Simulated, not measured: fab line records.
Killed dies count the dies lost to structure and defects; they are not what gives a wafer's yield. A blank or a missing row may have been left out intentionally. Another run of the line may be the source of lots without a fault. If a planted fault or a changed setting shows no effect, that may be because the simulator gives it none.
Which of the tools did it? -- flow sky130 -- 6 lots, 18 wafers sampled, at 2 steps of a route of 708

## WHAT THE GAUGES SHOWED, per wafer
SKY_VT_ADJUST_LVTN_TW_MEAS_21.
lot,measured,on,VT_ADJUST_LVTN_2_TW
L124,day 8 03:43,filmMetro-02,189.4 189.6 189.9
L126,day 8 19:35,filmMetro-03,191.9 192.2 191.4
L129,day 9 17:07,filmMetro-01,188.5 186.3 187.1
L131,day 10 07:20,filmMetro-01,186.4 187.7 186.5
L137,day 11 22:23,filmMetro-03,180.8 179.5 179.3
L141,day 13 04:57,filmMetro-03,191.3 191.1 191.7

## WHAT TOOL EACH LOT RAN ON (gives the tool, then ch and the chambers of the sampled wafers, and finally the start)
lot,SKY_VT_ADJUST_LVTN_IMPLANT_19
L124,"implanter-04 ch 0, day 8 03:29"
L126,"implanter-03 ch 0, day 8 19:20"
L129,"implanter-04 ch 0, day 9 16:53"
L131,"implanter-01 ch 0, day 10 07:05"
L137,"implanter-03 ch 0, day 11 22:08"
L141,"implanter-01 ch 0, day 13 04:43"
- SKY_VT_ADJUST_LVTN_IMPLANT_19

## THE ANSWER, worked out from the rows above alone
Rule: the lots themselves supply what counts as usual. Put in order of their means at a reading, lots are off if they are a third of the lots or fewer, leave a main group of 4 or more, and stand apart from it by a gap of 3 or more times the standard deviation of the main group's means; of several such gaps the widest counts. Not used: any main group whose means are identical at the precision the tables above print for the reading. Also off: a lot with no number at a reading for which 4 or more lots have one. Any other lot the step has rows for is counted as sound.
Off: L137, at SKY_VT_ADJUST_LVTN_TW_MEAS_21 (VT_ADJUST_LVTN_2_TW). Main group: mean 189.4, sd 2.
If a tool, at a process step before that reading, ran all the lots that are off and no sound lot after the first of them, it fits. The gauges at SKY_VT_ADJUST_LVTN_TW_MEAS_21 are tried like those tools. One fits: SKY_VT_ADJUST_LVTN_IMPLANT_19 on implanter-03. Its last sound lot is L126 (day 8 19:20), its first lot that is off L137 (day 11 22:08): a fault that began between those two fits.

## WHAT THE SIMULATOR HAD INSERTED
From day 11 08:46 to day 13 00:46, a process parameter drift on implanter-03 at SKY_VT_ADJUST_LVTN_IMPLANT_19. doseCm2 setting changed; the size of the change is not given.
Struck lots among those shown: L137. Same finding as the rule above.
